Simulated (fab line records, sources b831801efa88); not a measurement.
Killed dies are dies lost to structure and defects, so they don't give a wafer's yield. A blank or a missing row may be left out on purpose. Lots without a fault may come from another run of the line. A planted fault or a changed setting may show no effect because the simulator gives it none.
A struck lot beside a sound one | flow sky130 | 43 steps out of a route of 708
Sound: wafers L189.1, L189.2, L189.3. Struck: wafers L195.4, L195.5, L195.6. The cause comes at the end.
At each step with rows: each side's tool, then ch and its chambers, then its first start. Under that, the readings that differ: sound wafers | struck wafers | difference of the means | sigmas: that difference in standard deviations of wafers without a fault.
alike: readings whose means differ by less than 2 such deviations, and words and numbers that are the same on both sides. not compared: withheld readings, readings that some wafer has no value for, bounds like >300 that may hide the same value, and numbers for which the record gives no deviation and whose values overlap.
The two part at a step that has a row with sigmas, a row that says differs or no value, or rows on one side only. Numbers that don't overlap but have no deviation are shown without sigmas and don't part them. A reading that every wafer of one side lacks parts them only if that side has two wafers or more.

first, 5 steps without rows for these wafers: SKY_LOCAL_INTERCONNECT_COAT_06 (resist thk 450 nm); SKY_LOCAL_INTERCONNECT_SOFTBAKE_07 (time 90 s); SKY_LOCAL_INTERCONNECT_EXPOSE_08 (exposes mask LI1M, target cd 170 nm); SKY_LOCAL_INTERCONNECT_PEB_09; SKY_LOCAL_INTERCONNECT_DEVELOP_10 (develop time 60 s).
SKY_LOCAL_INTERCONNECT_CD_MEAS_11: target cd 170 nm.
  sound on cd_sem-01, day 31 11:11; struck on cd_sem-02, day 33 08:45
  alike: cd_nm
SKY_LOCAL_INTERCONNECT_OVL_MEAS_12:
  sound on overlay-02, day 31 11:19; struck on overlay-01, day 33 08:50
  alike: LOCAL_INTERCONNECT_OVL
SKY_LOCAL_INTERCONNECT_ETCH_13: etches BARC in N2/H2, stops on SiO2, time 45.9 s, target depth 60 nm.
  sound on rie_metal-01 ch 0,1, day 31 11:21; struck on rie_metal-02 ch 0,1, day 33 08:52
  alike: drypump_motor_current_A, oes_product_au, throttle_valve_pct
  not compared: rf_hours_counter_h
then, 4 steps without rows for these wafers: SKY_LOCAL_INTERCONNECT_METAL_ETCH_14 (etches TiN in Cl2/BCl3, stops on PSG, target depth 110 nm, time 31.4 s); SKY_LOCAL_INTERCONNECT_STRIP_15 (strips in O2/N2); SKY_LOCAL_INTERCONNECT_STRIP_16 (strips in post etch residue remover, time 1200 s); SKY_LOCAL_INTERCONNECT_CLEAN_17 (cleans in IPA, time 180 s).
SKY_LOCAL_INTERCONNECT_CLEAN_18: cleans in O3/DIW.
  sound on wet_bench-04 ch 2, day 31 11:58; struck on wet_bench-04 ch 3, day 33 09:28
then, 1 step without rows for these wafers: SKY_CONTACT_CVD_00 (deposits Si3N4, target thk 75 nm).
SKY_CONTACT_THK_MEAS_01:
  sound on film_metro-04, day 31 12:05; struck on film_metro-04, day 33 09:37
  reading                 | sound          | struck         | difference | sigmas
  CONTACT_CVD_00_THK (nm) | 73.5 73.8 73.4 | 75.9 75.8 76.6 | +2.5       | +3
then, 1 step without rows for these wafers: SKY_CONTACT_HDPCVD_02 (deposits SiO2, target thk 565 nm, time 94.2 s).
SKY_CONTACT_THK_MEAS_03:
  sound on film_metro-03, day 31 12:13; struck on film_metro-04, day 33 09:49
  alike: CONTACT_HDPCVD_THK
SKY_CONTACT_CMP_04: polishes SiO2.
  sound on cmp-01 ch 0,1,2, day 31 12:16; struck on cmp-02 ch 0,3, day 33 09:53
  alike: head_pressure_psi, motor_current_A, time_to_endpoint_s
SKY_CONTACT_BOW_MEAS_05:
  sound on film_metro-01, day 31 12:34; struck on film_metro-04, day 33 10:12
  alike: CONTACT_BOW
then, 8 steps without rows for these wafers: SKY_CONTACT_DEHYDRATE_06 (time 60 s); SKY_CONTACT_HMDS_07 (prime time 60 s); SKY_CONTACT_COAT_08 (resist thk 60 nm); SKY_CONTACT_COAT_09 (resist thk 450 nm); SKY_CONTACT_SOFTBAKE_10 (time 90 s); SKY_CONTACT_EXPOSE_11 (exposes mask CTM1, target cd 170 nm); SKY_CONTACT_PEB_12; SKY_CONTACT_DEVELOP_13 (develop time 60 s).
SKY_CONTACT_CD_MEAS_14: target cd 170 nm.
  sound on cd_sem-01, day 32 15:25; struck on cd_sem-01, day 34 13:01
  reading    | sound             | struck            | difference | sigmas
  cd_nm (nm) | 171.6 170.4 170.2 | 166.4 166.2 166.2 | -4.5       | -3
SKY_CONTACT_OVL_MEAS_15:
  sound on overlay-02, day 32 15:32; struck on overlay-02, day 34 13:06
  reading          | sound      | struck | difference | sigmas
  CONTACT_OVL (nm) | -11 -7 -10 | -4 6 2 | +11        | +2
SKY_CONTACT_ETCH_16: etches BARC in N2/H2, stops on SiO2, time 45.9 s, target depth 60 nm.
  sound on rie_diel-02 ch 0,1,2, day 32 15:34; struck on rie_diel-04 ch 0,3, day 34 13:07
  alike: drypump_motor_current_A, oes_product_au, throttle_valve_pct
  not compared: rf_hours_counter_h
then, 1 step without rows for these wafers: SKY_CONTACT_ETCH_17 (etches SiO2 in C4F8/O2/Ar, stops on Si3N4, target depth 340 nm).
SKY_CONTACT_ETCH_18: etches Si3N4 in CHF3/O2, stops on TiN, time 39 s, target depth 75 nm.
  sound on rie_diel-02 ch 0,1,2; struck on rie_diel-04 ch 0,3
  reading               | sound             | struck            | difference | sigmas
  oes_product_au (a.u.) | 0.841 0.852 0.843 | 0.862 0.861 0.864 | +0.017     | +2
  alike: drypump_motor_current_A, throttle_valve_pct
  not compared: rf_hours_counter_h
SKY_CONTACT_STRIP_19: strips in O2/N2.
  sound on plasma_asher-03 ch 0,1, day 32 15:42; struck on plasma_asher-03 ch 0,1, day 34 13:17
  alike: drypump_motor_current_A, oes_product_au, strip_time_to_endpoint_s
  not compared: rf_hours_counter_h
then, 5 steps without rows for these wafers: SKY_CONTACT_STRIP_20 (strips in post etch residue remover, time 1200 s); SKY_CONTACT_CLEAN_21 (cleans in IPA, time 180 s); SKY_CONTACT_CLEAN_22 (cleans in O3/DIW); SKY_CONTACT_SPUTTER_23 (material TiN, target thk 20 nm, time 80 s); SKY_CONTACT_CVD_24 (deposits W, target thk 340 nm, time 102.12 s).
SKY_CONTACT_RS_MEAS_25: measures by four-point-probe.
  sound on film_metro-04, day 32 16:28; struck on film_metro-04, day 34 14:18
  alike: CONTACT_W_RS
SKY_CONTACT_THK_MEAS_26: measures by xrf.
  sound on film_metro-04, day 32 16:35; struck on film_metro-04, day 34 14:23
  alike: CONTACT_W_THK
then, 2 steps without rows for these wafers: SKY_CONTACT_CMP_27 (polishes, stops on SiO2, t overpolish 15 s, target thk 0 nm); SKY_METAL1_SPUTTER_00 (material Ti, target thk 15 nm, time 10 s).
-- the record jumps here: 13 days lie between the struck wafers' starts before and after (it left off in module METAL1 and takes up again in module PAD_OPEN, whose first step shown is number 708 of the route) --
SKY_PAD_OPEN_PROBE_99:
  sound on prober-01, day 46 17:23; struck on prober-01, day 48 00:39
  reading            | sound    | struck      | difference | sigmas
  killed_at_contacts | 18 25 22 | 85 89 84    | +64        | +13
  killed_dies        | 88 80 90 | 129 136 142 | +50        | +6
  killed_on_rim      | 20 8 13  | 21 26 32    | +13        | +3
  alike: killed_at_M0_to_M3, killed_at_M4_up, killed_at_front_end, killed_at_other, killed_open, killed_short

WHERE THEY PART
First at SKY_CONTACT_THK_MEAS_01; last, within this record, at SKY_PAD_OPEN_PROBE_99.

WHY: what the simulator had put in
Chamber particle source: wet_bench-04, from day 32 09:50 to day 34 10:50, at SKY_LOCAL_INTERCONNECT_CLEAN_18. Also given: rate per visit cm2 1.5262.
